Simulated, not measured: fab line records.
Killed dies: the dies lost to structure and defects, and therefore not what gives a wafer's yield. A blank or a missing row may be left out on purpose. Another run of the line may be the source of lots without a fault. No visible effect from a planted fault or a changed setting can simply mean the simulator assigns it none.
fab line records / flow gf180mcu
record lots=12 wafers=35 lastDay=34
route steps=602 shown DNWELL@39 LVPWELL@64 POLY_GATE@175 HV_LDD@196
lots that met no fault: from a run of the same line without faults
startH: hours from the record's first day to the start of the lot's first wafer shown / waitH: time in hours since the lot's previous step / " identical to the entry in the row above / L1.1+2: a row that stands for several wafers / - either no value or no given start / * or withheld: withheld / < > ~ a bound
route shown NAME@n: names a module that has steps shown in the file, with the first one's number in the route / usual: mean and standard deviation over wafers with no fault / same: alike in all rows / chamber/n: place in a boat / sites: per-site readings / _std_site: their standard deviation / _edge_site: the outer-site mean with the inner-site mean subtracted / radiusMm: for every site, how far away it sits from the centre of the wafer / mask NAME#n: copy n / behind: the last tool/chamber to shape the wafer / hold: the reason the lot was held/the length of the hold in hours/how it ended / device: transistor that didn't switch, given as n, p or np / end of line: at the end of the route, the tests of the same wafers / a step given without rows: its recipe and nothing more / killed: not the wafer's yield, but the dies lost to structure and defects at the first sort / map: dies across one wafer; x = killed, . = not, _ = none there
set.NAME: the setting the step ran with; set.NAME@STEP: the setting that earlier step ran with / model.NAME: the simulator's own value behind a step, which no gauge read
route steps across a sampled set of lots; one table per step, one row per wafer
services: a tool's chamber out of use, with start hour (startH, from the record's first day; less than 0 if before it), hours out, and reason
## steps
# step GF_DNWELL_IMPLANT_07
# recipe species=P energyKev=1500 doseCm2=1e+13 tiltDeg=0
# usual doseIonsCm2=9.998e+12/1.1e+10 faradayCurrentUA=56.4/1.1
lot.wafer=L569.1 tool=implanter-02 chamber=0 startH=42.46 waitH=- doseIonsCm2=9.985e+12 faradayCurrentUA=57.3
lot.wafer=L569.5 tool=implanter-02 chamber=0 startH=42.46 waitH=- doseIonsCm2=9.974e+12 faradayCurrentUA=56.4
lot.wafer=L570.2 tool=implanter-01 chamber=0 startH=48.34 waitH=- doseIonsCm2=1.0008e+13 faradayCurrentUA=57.9
lot.wafer=L570.3 tool=implanter-01 chamber=0 startH=48.34 waitH=- doseIonsCm2=9.985e+12 faradayCurrentUA=55.3
lot.wafer=L570.4 tool=implanter-01 chamber=0 startH=48.34 waitH=- doseIonsCm2=9.987e+12 faradayCurrentUA=56.6
lot.wafer=L571.3 tool=implanter-02 chamber=0 startH=53.61 waitH=- doseIonsCm2=1e+13 faradayCurrentUA=56.5
lot.wafer=L571.4 tool=implanter-02 chamber=0 startH=53.61 waitH=- doseIonsCm2=1.0006e+13 faradayCurrentUA=57.1
lot.wafer=L571.5 tool=implanter-02 chamber=0 startH=53.61 waitH=- doseIonsCm2=1.0021e+13 faradayCurrentUA=56.1
lot.wafer=L572.2 tool=implanter-01 chamber=0 startH=58.11 waitH=- doseIonsCm2=1.001e+13 faradayCurrentUA=56.4
lot.wafer=L572.3 tool=implanter-01 chamber=0 startH=58.11 waitH=- doseIonsCm2=1.0002e+13 faradayCurrentUA=57.7
lot.wafer=L572.6 tool=implanter-01 chamber=0 startH=58.11 waitH=- doseIonsCm2=1.0005e+13 faradayCurrentUA=56.1
lot.wafer=L573.1 tool=implanter-04 chamber=0 startH=65.11 waitH=- doseIonsCm2=1.0002e+13 faradayCurrentUA=58.0
lot.wafer=L573.2 tool=implanter-04 chamber=0 startH=65.11 waitH=- doseIonsCm2=1.0016e+13 faradayCurrentUA=59.3
lot.wafer=L573.4 tool=implanter-04 chamber=0 startH=65.11 waitH=- doseIonsCm2=9.993e+12 faradayCurrentUA=55.8
lot.wafer=L574.1 tool=implanter-02 chamber=0 startH=68.86 waitH=- doseIonsCm2=9.994e+12 faradayCurrentUA=55.4
lot.wafer=L574.4 tool=implanter-02 chamber=0 startH=68.86 waitH=- doseIonsCm2=1.0004e+13 faradayCurrentUA=57.6
lot.wafer=L574.5 tool=implanter-02 chamber=0 startH=68.86 waitH=- doseIonsCm2=9.984e+12 faradayCurrentUA=55.2
lot.wafer=L577.2 tool=implanter-02 chamber=0 startH=83.83 waitH=- doseIonsCm2=6.923e+12 faradayCurrentUA=39.2
lot.wafer=L577.4 tool=implanter-02 chamber=0 startH=83.83 waitH=- doseIonsCm2=6.926e+12 faradayCurrentUA=38.7
lot.wafer=L577.5 tool=implanter-02 chamber=0 startH=83.83 waitH=- doseIonsCm2=6.918e+12 faradayCurrentUA=39.4
lot.wafer=L578.1 tool=implanter-02 chamber=0 startH=91.46 waitH=- doseIonsCm2=6.941e+12 faradayCurrentUA=39.0
lot.wafer=L578.2 tool=implanter-02 chamber=0 startH=91.46 waitH=- doseIonsCm2=6.946e+12 faradayCurrentUA=39.7
lot.wafer=L578.3 tool=implanter-02 chamber=0 startH=91.46 waitH=- doseIonsCm2=6.95e+12 faradayCurrentUA=39.3
lot.wafer=L580.1 tool=implanter-01 chamber=0 startH=101.21 waitH=- doseIonsCm2=1.0014e+13 faradayCurrentUA=58.4
lot.wafer=L580.4 tool=implanter-01 chamber=0 startH=101.21 waitH=- doseIonsCm2=1.0008e+13 faradayCurrentUA=55.8
lot.wafer=L580.6 tool=implanter-01 chamber=0 startH=101.21 waitH=- doseIonsCm2=1.0005e+13 faradayCurrentUA=56.0
lot.wafer=L588.1 tool=implanter-04 chamber=0 startH=143.41 waitH=- doseIonsCm2=9.992e+12 faradayCurrentUA=56.7
lot.wafer=L588.3 tool=implanter-04 chamber=0 startH=143.41 waitH=- doseIonsCm2=9.982e+12 faradayCurrentUA=56.3
lot.wafer=L588.5 tool=implanter-04 chamber=0 startH=143.41 waitH=- doseIonsCm2=9.991e+12 faradayCurrentUA=56.8
lot.wafer=L590.3 tool=implanter-04 chamber=0 startH=154.08 waitH=- doseIonsCm2=9.998e+12 faradayCurrentUA=54.8
lot.wafer=L590.5 tool=implanter-04 chamber=0 startH=154.08 waitH=- doseIonsCm2=9.993e+12 faradayCurrentUA=57.0
lot.wafer=L590.6 tool=implanter-04 chamber=0 startH=154.08 waitH=- doseIonsCm2=9.987e+12 faradayCurrentUA=56.2
lot.wafer=L592.3 tool=implanter-04 chamber=0 startH=163.91 waitH=- doseIonsCm2=1.0007e+13 faradayCurrentUA=57.5
lot.wafer=L592.5 tool=implanter-04 chamber=0 startH=163.91 waitH=- doseIonsCm2=1.0017e+13 faradayCurrentUA=56.2
lot.wafer=L592.6 tool=implanter-04 chamber=0 startH=163.91 waitH=- doseIonsCm2=1.0005e+13 faradayCurrentUA=56.8
# step GF_DNWELL_TW_MEAS_09
# usual DNWELL_TW=1343/13
lot.wafer=L569.1 tool=filmMetro-04 chamber=- startH=42.71 waitH=0.1 DNWELL_TW=1341
lot.wafer=L569.5 tool=filmMetro-04 chamber=- startH=42.71 waitH=0.1 DNWELL_TW=1347
lot.wafer=L570.2 tool=filmMetro-04 chamber=- startH=48.57 waitH=0.1 DNWELL_TW=1326
lot.wafer=L570.3 tool=filmMetro-04 chamber=- startH=48.57 waitH=0.1 DNWELL_TW=1330
lot.wafer=L570.4 tool=filmMetro-04 chamber=- startH=48.57 waitH=0.1 DNWELL_TW=1333
lot.wafer=L571.3 tool=filmMetro-02 chamber=- startH=53.83 waitH=0.1 DNWELL_TW=1369
lot.wafer=L571.4 tool=filmMetro-02 chamber=- startH=53.83 waitH=0.1 DNWELL_TW=1368
lot.wafer=L571.5 tool=filmMetro-02 chamber=- startH=53.83 waitH=0.1 DNWELL_TW=1373
lot.wafer=L572.2 tool=filmMetro-02 chamber=- startH=58.34 waitH=0.1 DNWELL_TW=1383
lot.wafer=L572.3 tool=filmMetro-02 chamber=- startH=58.34 waitH=0.1 DNWELL_TW=1380
lot.wafer=L572.6 tool=filmMetro-02 chamber=- startH=58.34 waitH=0.1 DNWELL_TW=1382
lot.wafer=L573.1 tool=filmMetro-03 chamber=- startH=65.36 waitH=0.1 DNWELL_TW=1335
lot.wafer=L573.2 tool=filmMetro-03 chamber=- startH=65.36 waitH=0.1 DNWELL_TW=1341
lot.wafer=L573.4 tool=filmMetro-03 chamber=- startH=65.36 waitH=0.1 DNWELL_TW=1337
lot.wafer=L574.1 tool=filmMetro-02 chamber=- startH=69.11 waitH=0.1 DNWELL_TW=1363
lot.wafer=L574.4 tool=filmMetro-02 chamber=- startH=69.11 waitH=0.1 DNWELL_TW=1362
lot.wafer=L574.5 tool=filmMetro-02 chamber=- startH=69.11 waitH=0.1 DNWELL_TW=1354
lot.wafer=L577.2 tool=filmMetro-03 chamber=- startH=84.07 waitH=0.1 DNWELL_TW=1169
lot.wafer=L577.4 tool=filmMetro-03 chamber=- startH=84.07 waitH=0.1 DNWELL_TW=1176
lot.wafer=L577.5 tool=filmMetro-03 chamber=- startH=84.07 waitH=0.1 DNWELL_TW=1165
lot.wafer=L578.1 tool=filmMetro-04 chamber=- startH=91.71 waitH=0.1 DNWELL_TW=1192
lot.wafer=L578.2 tool=filmMetro-04 chamber=- startH=91.71 waitH=0.1 DNWELL_TW=1191
lot.wafer=L578.3 tool=filmMetro-04 chamber=- startH=91.71 waitH=0.1 DNWELL_TW=1194
lot.wafer=L580.1 tool=filmMetro-04 chamber=- startH=101.46 waitH=0.1 DNWELL_TW=1341
lot.wafer=L580.4 tool=filmMetro-04 chamber=- startH=101.46 waitH=0.1 DNWELL_TW=1334
lot.wafer=L580.6 tool=filmMetro-04 chamber=- startH=101.46 waitH=0.1 DNWELL_TW=1336
lot.wafer=L588.1 tool=filmMetro-03 chamber=- startH=143.66 waitH=0.1 DNWELL_TW=1336
lot.wafer=L588.3 tool=filmMetro-03 chamber=- startH=143.66 waitH=0.1 DNWELL_TW=1345
lot.wafer=L588.5 tool=filmMetro-03 chamber=- startH=143.66 waitH=0.1 DNWELL_TW=1338
lot.wafer=L590.3 tool=filmMetro-02 chamber=- startH=154.30 waitH=0.1 DNWELL_TW=1356
lot.wafer=L590.5 tool=filmMetro-02 chamber=- startH=154.30 waitH=0.1 DNWELL_TW=1363
lot.wafer=L590.6 tool=filmMetro-02 chamber=- startH=154.30 waitH=0.1 DNWELL_TW=1358
lot.wafer=L592.3 tool=filmMetro-03 chamber=- startH=164.13 waitH=0.1 DNWELL_TW=1347
lot.wafer=L592.5 tool=filmMetro-03 chamber=- startH=164.13 waitH=0.1 DNWELL_TW=1341
lot.wafer=L592.6 tool=filmMetro-03 chamber=- startH=164.13 waitH=0.1 DNWELL_TW=1349
# step GF_LVPWELL_STRIP_10
# recipe chemistry=O2/N2 powerW=1400 pressureMtorr=1500 platenTempC=250 o2FlowSccm=3000 n2FlowSccm=300 overashFraction=0.5
# usual drypumpMotorCurrentA=5.8/0.47 heaterPowerW=314/24 oesProductAu=0.722/0.0044 stripTimeToEndpointS=36.98/0.1
lot.wafer=L569.1 tool=plasmaAsher-04 chamber=1 startH=68.85 waitH=0.1 drypumpMotorCurrentA=5.3 heaterPowerW=282 oesProductAu=0.711 rfHoursCounterH=40 stripTimeToEndpointS=37.00
lot.wafer=L569.5 tool=plasmaAsher-04 chamber=0 startH=68.85 waitH=0.1 drypumpMotorCurrentA=5.5 heaterPowerW=331 oesProductAu=0.727 rfHoursCounterH=- stripTimeToEndpointS=37.05
lot.wafer=L570.2 tool=plasmaAsher-01 chamber=0 startH=75.40 waitH=0.1 drypumpMotorCurrentA=5.8 heaterPowerW=300 oesProductAu=0.725 rfHoursCounterH=41 stripTimeToEndpointS=37.08
lot.wafer=L570.3 tool=plasmaAsher-01 chamber=1 startH=75.40 waitH=0.1 drypumpMotorCurrentA=6.6 heaterPowerW=315 oesProductAu=0.725 rfHoursCounterH=- stripTimeToEndpointS=37.08
lot.wafer=L570.4 tool=plasmaAsher-01 chamber=0 startH=75.40 waitH=0.1 drypumpMotorCurrentA=5.8 heaterPowerW=310 oesProductAu=0.717 rfHoursCounterH=- stripTimeToEndpointS=37.06
lot.wafer=L571.3 tool=plasmaAsher-04 chamber=1 startH=80.33 waitH=0.1 drypumpMotorCurrentA=5.2 heaterPowerW=286 oesProductAu=0.720 rfHoursCounterH=- stripTimeToEndpointS=36.99
lot.wafer=L571.4 tool=plasmaAsher-04 chamber=0 startH=80.33 waitH=0.1 drypumpMotorCurrentA=5.4 heaterPowerW=326 oesProductAu=0.727 rfHoursCounterH=- stripTimeToEndpointS=36.91
lot.wafer=L571.5 tool=plasmaAsher-04 chamber=0 startH=80.33 waitH=0.1 drypumpMotorCurrentA=5.4 heaterPowerW=334 oesProductAu=0.719 rfHoursCounterH=- stripTimeToEndpointS=36.92
lot.wafer=L572.2 tool=plasmaAsher-02 chamber=1 startH=85.37 waitH=0.1 drypumpMotorCurrentA=5.7 heaterPowerW=346 oesProductAu=0.726 rfHoursCounterH=30 stripTimeToEndpointS=36.91
lot.wafer=L572.3 tool=plasmaAsher-02 chamber=0 startH=85.37 waitH=0.1 drypumpMotorCurrentA=6.2 heaterPowerW=356 oesProductAu=0.722 rfHoursCounterH=- stripTimeToEndpointS=36.94
lot.wafer=L572.6 tool=plasmaAsher-02 chamber=0 startH=85.37 waitH=0.1 drypumpMotorCurrentA=6.2 heaterPowerW=357 oesProductAu=0.719 rfHoursCounterH=- stripTimeToEndpointS=36.95
lot.wafer=L573.1 tool=plasmaAsher-01 chamber=1 startH=92.82 waitH=0.1 drypumpMotorCurrentA=6.6 heaterPowerW=313 oesProductAu=0.721 rfHoursCounterH=43 stripTimeToEndpointS=36.96
lot.wafer=L573.2 tool=plasmaAsher-01 chamber=0 startH=92.82 waitH=0.1 drypumpMotorCurrentA=5.7 heaterPowerW=309 oesProductAu=0.715 rfHoursCounterH=43 stripTimeToEndpointS=37.01
lot.wafer=L573.4 tool=plasmaAsher-01 chamber=1 startH=92.82 waitH=0.1 drypumpMotorCurrentA=6.6 heaterPowerW=315 oesProductAu=0.726 rfHoursCounterH=- stripTimeToEndpointS=36.99
lot.wafer=L574.1 tool=plasmaAsher-01 chamber=0 startH=97.12 waitH=0.1 drypumpMotorCurrentA=5.8 heaterPowerW=302 oesProductAu=0.723 rfHoursCounterH=43 stripTimeToEndpointS=36.98
lot.wafer=L574.4 tool=plasmaAsher-01 chamber=0 startH=97.12 waitH=0.1 drypumpMotorCurrentA=5.8 heaterPowerW=299 oesProductAu=0.726 rfHoursCounterH=- stripTimeToEndpointS=36.94
lot.wafer=L574.5 tool=plasmaAsher-01 chamber=1 startH=97.12 waitH=0.1 drypumpMotorCurrentA=6.6 heaterPowerW=309 oesProductAu=0.722 rfHoursCounterH=- stripTimeToEndpointS=37.09
lot.wafer=L577.2 tool=plasmaAsher-04 chamber=0 startH=113.30 waitH=0.1 drypumpMotorCurrentA=5.5 heaterPowerW=337 oesProductAu=0.717 rfHoursCounterH=44 stripTimeToEndpointS=37.05
lot.wafer=L577.4 tool=plasmaAsher-04 chamber=0 startH=113.30 waitH=0.1 drypumpMotorCurrentA=5.5 heaterPowerW=331 oesProductAu=0.722 rfHoursCounterH=- stripTimeToEndpointS=37.07
lot.wafer=L577.5 tool=plasmaAsher-04 chamber=0 startH=113.30 waitH=0.1 drypumpMotorCurrentA=5.5 heaterPowerW=329 oesProductAu=0.722 rfHoursCounterH=- stripTimeToEndpointS=37.09
lot.wafer=L578.1 tool=plasmaAsher-04 chamber=1 startH=121.20 waitH=0.1 drypumpMotorCurrentA=5.3 heaterPowerW=283 oesProductAu=0.724 rfHoursCounterH=45 stripTimeToEndpointS=37.01
lot.wafer=L578.2 tool=plasmaAsher-04 chamber=0 startH=121.20 waitH=0.1 drypumpMotorCurrentA=5.5 heaterPowerW=341 oesProductAu=0.724 rfHoursCounterH=45 stripTimeToEndpointS=37.01
lot.wafer=L578.3 tool=plasmaAsher-04 chamber=0 startH=121.20 waitH=0.1 drypumpMotorCurrentA=5.5 heaterPowerW=328 oesProductAu=0.725 rfHoursCounterH=- stripTimeToEndpointS=37.04
lot.wafer=L580.1 tool=plasmaAsher-04 chamber=1 startH=130.56 waitH=0.1 drypumpMotorCurrentA=5.3 heaterPowerW=290 oesProductAu=0.719 rfHoursCounterH=46 stripTimeToEndpointS=37.16
lot.wafer=L580.4 tool=plasmaAsher-04 chamber=1 startH=130.56 waitH=0.1 drypumpMotorCurrentA=5.3 heaterPowerW=276 oesProductAu=0.719 rfHoursCounterH=- stripTimeToEndpointS=37.02
lot.wafer=L580.6 tool=plasmaAsher-04 chamber=0 startH=130.56 waitH=0.1 drypumpMotorCurrentA=5.5 heaterPowerW=321 oesProductAu=0.733 rfHoursCounterH=- stripTimeToEndpointS=37.06
lot.wafer=L588.1 tool=plasmaAsher-04 chamber=1 startH=176.00 waitH=0.1 drypumpMotorCurrentA=5.2 heaterPowerW=278 oesProductAu=0.726 rfHoursCounterH=51 stripTimeToEndpointS=37.02
lot.wafer=L588.3 tool=plasmaAsher-04 chamber=0 startH=176.00 waitH=0.1 drypumpMotorCurrentA=5.5 heaterPowerW=333 oesProductAu=0.726 rfHoursCounterH=- stripTimeToEndpointS=37.07
lot.wafer=L588.5 tool=plasmaAsher-04 chamber=0 startH=176.00 waitH=0.1 drypumpMotorCurrentA=5.5 heaterPowerW=331 oesProductAu=0.723 rfHoursCounterH=- stripTimeToEndpointS=37.07
lot.wafer=L590.3 tool=plasmaAsher-04 chamber=0 startH=187.00 waitH=0.1 drypumpMotorCurrentA=5.5 heaterPowerW=330 oesProductAu=0.728 rfHoursCounterH=- stripTimeToEndpointS=37.01
lot.wafer=L590.5 tool=plasmaAsher-04 chamber=1 startH=187.00 waitH=0.1 drypumpMotorCurrentA=5.3 heaterPowerW=281 oesProductAu=0.723 rfHoursCounterH=- stripTimeToEndpointS=37.00
lot.wafer=L590.6 tool=plasmaAsher-04 chamber=0 startH=187.00 waitH=0.1 drypumpMotorCurrentA=5.5 heaterPowerW=327 oesProductAu=0.726 rfHoursCounterH=- stripTimeToEndpointS=36.96
lot.wafer=L592.3 tool=plasmaAsher-01 chamber=1 startH=197.90 waitH=0.1 drypumpMotorCurrentA=6.5 heaterPowerW=306 oesProductAu=0.724 rfHoursCounterH=- stripTimeToEndpointS=36.92
lot.wafer=L592.5 tool=plasmaAsher-01 chamber=0 startH=197.90 waitH=0.1 drypumpMotorCurrentA=5.7 heaterPowerW=302 oesProductAu=0.716 rfHoursCounterH=- stripTimeToEndpointS=36.98
lot.wafer=L592.6 tool=plasmaAsher-01 chamber=1 startH=197.90 waitH=0.1 drypumpMotorCurrentA=6.6 heaterPowerW=311 oesProductAu=0.723 rfHoursCounterH=- stripTimeToEndpointS=37.11
# step GF_POLY_GATE_CD_MEAS_18
# usual cdNm=279.4/1.7
lot.wafer=L569.1 tool=cdSem-02 chamber=- startH=201.45 waitH=0.1 cdNm=281.5
lot.wafer=L569.5 tool=cdSem-02 chamber=- startH=201.45 waitH=0.1 cdNm=279.2
lot.wafer=L570.2 tool=cdSem-02 chamber=- startH=207.05 waitH=0.1 cdNm=279.2
lot.wafer=L570.3 tool=cdSem-02 chamber=- startH=207.05 waitH=0.1 cdNm=279.6
lot.wafer=L570.4 tool=cdSem-02 chamber=- startH=207.05 waitH=0.1 cdNm=278.1
lot.wafer=L571.3 tool=cdSem-02 chamber=- startH=214.51 waitH=0.1 cdNm=282.2
lot.wafer=L571.4 tool=cdSem-02 chamber=- startH=214.51 waitH=0.1 cdNm=281.8
lot.wafer=L571.5 tool=cdSem-02 chamber=- startH=214.51 waitH=0.1 cdNm=278.6
lot.wafer=L572.2 tool=cdSem-02 chamber=- startH=218.71 waitH=0.2 cdNm=280.7
lot.wafer=L572.3 tool=cdSem-02 chamber=- startH=218.71 waitH=0.2 cdNm=277.8
lot.wafer=L572.6 tool=cdSem-02 chamber=- startH=218.71 waitH=0.2 cdNm=279.6
lot.wafer=L573.1 tool=cdSem-02 chamber=- startH=229.18 waitH=0.1 cdNm=280.2
lot.wafer=L573.2 tool=cdSem-02 chamber=- startH=229.18 waitH=0.1 cdNm=275.5
lot.wafer=L573.4 tool=cdSem-02 chamber=- startH=229.18 waitH=0.1 cdNm=281.8
lot.wafer=L574.1 tool=cdSem-02 chamber=- startH=234.93 waitH=0.1 cdNm=277.3
lot.wafer=L574.4 tool=cdSem-02 chamber=- startH=234.93 waitH=0.1 cdNm=277.1
lot.wafer=L574.5 tool=cdSem-02 chamber=- startH=234.93 waitH=0.1 cdNm=276.8
lot.wafer=L577.2 tool=cdSem-02 chamber=- startH=254.21 waitH=0.1 cdNm=279.6
lot.wafer=L577.4 tool=cdSem-02 chamber=- startH=254.21 waitH=0.1 cdNm=280.1
lot.wafer=L577.5 tool=cdSem-02 chamber=- startH=254.21 waitH=0.1 cdNm=280.9
lot.wafer=L578.1 tool=cdSem-01 chamber=- startH=263.34 waitH=0.1 cdNm=278.8
lot.wafer=L578.2 tool=cdSem-01 chamber=- startH=263.34 waitH=0.1 cdNm=277.6
lot.wafer=L578.3 tool=cdSem-01 chamber=- startH=263.34 waitH=0.1 cdNm=276.9
lot.wafer=L580.1 tool=cdSem-01 chamber=- startH=279.83 waitH=0.1 cdNm=279.5
lot.wafer=L580.4 tool=cdSem-01 chamber=- startH=279.83 waitH=0.1 cdNm=280.4
lot.wafer=L580.6 tool=cdSem-01 chamber=- startH=279.83 waitH=0.1 cdNm=279.1
lot.wafer=L588.1 tool=cdSem-01 chamber=- startH=334.63 waitH=0.1 cdNm=279.1
lot.wafer=L588.3 tool=cdSem-01 chamber=- startH=334.63 waitH=0.1 cdNm=281.0
lot.wafer=L588.5 tool=cdSem-01 chamber=- startH=334.63 waitH=0.1 cdNm=282.8
lot.wafer=L590.3 tool=cdSem-02 chamber=- startH=346.64 waitH=0.1 cdNm=278.9
lot.wafer=L590.5 tool=cdSem-02 chamber=- startH=346.64 waitH=0.1 cdNm=278.6
lot.wafer=L590.6 tool=cdSem-02 chamber=- startH=346.64 waitH=0.1 cdNm=279.2
lot.wafer=L592.3 tool=cdSem-01 chamber=- startH=363.47 waitH=0.1 cdNm=282.3
lot.wafer=L592.5 tool=cdSem-01 chamber=- startH=363.47 waitH=0.1 cdNm=281.8
lot.wafer=L592.6 tool=cdSem-01 chamber=- startH=363.47 waitH=0.1 cdNm=282.9
# step GF_HV_LDD_OVL_MEAS_20
# usual HV_LDD_01_OVL=0.2/1.2
lot.wafer=L569.1 tool=overlay-02 chamber=- startH=237.28 waitH=0.1 HV_LDD_01_OVL[nm]=-0.3
lot.wafer=L569.5 tool=overlay-02 chamber=- startH=237.28 waitH=0.1 HV_LDD_01_OVL[nm]=0.2
lot.wafer=L570.2 tool=overlay-01 chamber=- startH=243.63 waitH=0.1 HV_LDD_01_OVL[nm]=-0.8
lot.wafer=L570.3 tool=overlay-01 chamber=- startH=243.63 waitH=0.1 HV_LDD_01_OVL[nm]=-0.1
lot.wafer=L570.4 tool=overlay-01 chamber=- startH=243.63 waitH=0.1 HV_LDD_01_OVL[nm]=-0.6
lot.wafer=L571.3 tool=overlay-02 chamber=- startH=252.11 waitH=0.1 HV_LDD_01_OVL[nm]=-0.8
lot.wafer=L571.4 tool=overlay-02 chamber=- startH=252.11 waitH=0.1 HV_LDD_01_OVL[nm]=-0.7
lot.wafer=L571.5 tool=overlay-02 chamber=- startH=252.11 waitH=0.1 HV_LDD_01_OVL[nm]=-0.7
lot.wafer=L572.2 tool=overlay-01 chamber=- startH=255.13 waitH=0.1 HV_LDD_01_OVL[nm]=0.3
lot.wafer=L572.3 tool=overlay-01 chamber=- startH=255.13 waitH=0.1 HV_LDD_01_OVL[nm]=-0.9
lot.wafer=L572.6 tool=overlay-01 chamber=- startH=255.13 waitH=0.1 HV_LDD_01_OVL[nm]=1.0
lot.wafer=L573.1 tool=overlay-02 chamber=- startH=265.53 waitH=0.1 HV_LDD_01_OVL[nm]=1.0
lot.wafer=L573.2 tool=overlay-02 chamber=- startH=265.53 waitH=0.1 HV_LDD_01_OVL[nm]=1.9
lot.wafer=L573.4 tool=overlay-02 chamber=- startH=265.53 waitH=0.1 HV_LDD_01_OVL[nm]=1.8
lot.wafer=L574.1 tool=overlay-01 chamber=- startH=271.83 waitH=0.1 HV_LDD_01_OVL[nm]=-1.1
lot.wafer=L574.4 tool=overlay-01 chamber=- startH=271.83 waitH=0.1 HV_LDD_01_OVL[nm]=1.0
lot.wafer=L574.5 tool=overlay-01 chamber=- startH=271.83 waitH=0.1 HV_LDD_01_OVL[nm]=-0.4
lot.wafer=L577.2 tool=overlay-02 chamber=- startH=293.79 waitH=0.1 HV_LDD_01_OVL[nm]=0.9
lot.wafer=L577.4 tool=overlay-02 chamber=- startH=293.79 waitH=0.1 HV_LDD_01_OVL[nm]=2.0
lot.wafer=L577.5 tool=overlay-02 chamber=- startH=293.79 waitH=0.1 HV_LDD_01_OVL[nm]=-0.2
lot.wafer=L578.1 tool=overlay-01 chamber=- startH=302.58 waitH=0.1 HV_LDD_01_OVL[nm]=0.2
lot.wafer=L578.2 tool=overlay-01 chamber=- startH=302.58 waitH=0.1 HV_LDD_01_OVL[nm]=0.1
lot.wafer=L578.3 tool=overlay-01 chamber=- startH=302.58 waitH=0.1 HV_LDD_01_OVL[nm]=-0.4
lot.wafer=L580.1 tool=overlay-02 chamber=- startH=320.53 waitH=0.1 HV_LDD_01_OVL[nm]=0.8
lot.wafer=L580.4 tool=overlay-02 chamber=- startH=320.53 waitH=0.1 HV_LDD_01_OVL[nm]=-0.6
lot.wafer=L580.6 tool=overlay-02 chamber=- startH=320.53 waitH=0.1 HV_LDD_01_OVL[nm]=0.1
lot.wafer=L588.1 tool=overlay-01 chamber=- startH=378.39 waitH=0.1 HV_LDD_01_OVL[nm]=0.0
lot.wafer=L588.3 tool=overlay-01 chamber=- startH=378.39 waitH=0.1 HV_LDD_01_OVL[nm]=-1.6
lot.wafer=L588.5 tool=overlay-01 chamber=- startH=378.39 waitH=0.1 HV_LDD_01_OVL[nm]=1.6
lot.wafer=L590.3 tool=overlay-01 chamber=- startH=391.41 waitH=0.1 HV_LDD_01_OVL[nm]=-1.5
lot.wafer=L590.5 tool=overlay-01 chamber=- startH=391.41 waitH=0.1 HV_LDD_01_OVL[nm]=-2.3
lot.wafer=L590.6 tool=overlay-01 chamber=- startH=391.41 waitH=0.1 HV_LDD_01_OVL[nm]=-0.8
lot.wafer=L592.3 tool=overlay-01 chamber=- startH=407.29 waitH=0.1 HV_LDD_01_OVL[nm]=2.3
lot.wafer=L592.5 tool=overlay-01 chamber=- startH=407.29 waitH=0.1 HV_LDD_01_OVL[nm]=2.0
lot.wafer=L592.6 tool=overlay-01 chamber=- startH=407.29 waitH=0.1 HV_LDD_01_OVL[nm]=-0.5
## services
tool=implanter-02 chamber=- startH=37.71 hours=1.4 kind=repair
tool=implanter-02 chamber=- startH=41.73 hours=0.6 kind=repair
tool=implanter-02 chamber=- startH=47.87 hours=3.8 kind=repair
tool=implanter-01 chamber=- startH=66.12 hours=8.7 kind=repair
tool=implanter-01 chamber=- startH=74.81 hours=2.9 kind=repair
tool=implanter-01 chamber=- startH=75.66 hours=6.3 kind=repair
tool=implanter-04 chamber=- startH=81.07 hours=4.6 kind=pm
tool=plasmaAsher-04 chamber=- startH=86.47 hours=5.2 kind=repair
tool=implanter-02 chamber=- startH=94.03 hours=2.0 kind=pm
tool=implanter-02 chamber=- startH=97.51 hours=5.9 kind=repair
tool=plasmaAsher-01 chamber=- startH=108.75 hours=9.0 kind=pm
tool=plasmaAsher-01 chamber=0 startH=108.75 hours=9.0 kind=ventCycle
tool=plasmaAsher-01 chamber=1 startH=108.75 hours=9.0 kind=ventCycle
tool=plasmaAsher-01 chamber=0 startH=117.75 hours=- kind=clean
tool=plasmaAsher-01 chamber=1 startH=117.75 hours=- kind=clean
tool=implanter-04 chamber=- startH=196.47 hours=1.7 kind=repair
## key
firstSign step=GF_DNWELL_IMPLANT_07 reading=doseIonsCm2 direction=down sigmas=99+ usual=9.998e+12 struck=6.934e+12
effect step=GF_DNWELL_IMPLANT_07 reading=faradayCurrentUA direction=down sigmas=16 usual=56.4 struck=39.2
effect step=GF_DNWELL_TW_MEAS_09 reading=DNWELL_TW direction=down sigmas=12 usual=1343 struck=1181
metAt GF_DNWELL_IMPLANT_07
struckLots L577,L578
testerLeftOut L577,L578
notActingAt GF_LVPWELL_STRIP_10,GF_POLY_GATE_CD_MEAS_18,GF_HV_LDD_OVL_MEAS_20
onsetBetween 68.86 83.83
fault kind=processParameterDrift tool=implanter-02 chamber=- onsetH=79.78 steps=GF_DNWELL_IMPLANT_07 channel=doseCm2 offset=-3.0662e+12 shape=step endH=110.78 actsIn=theseRecipesOnly stated=1e+13
# testerLeftOut: of these lots the tester's yield and bins aren't shown, on N5 and GAA mostly nor the transistor test; their killed dies are dies lost to structure and defects alone, not to doping, threshold or leakage, so they don't give the yield
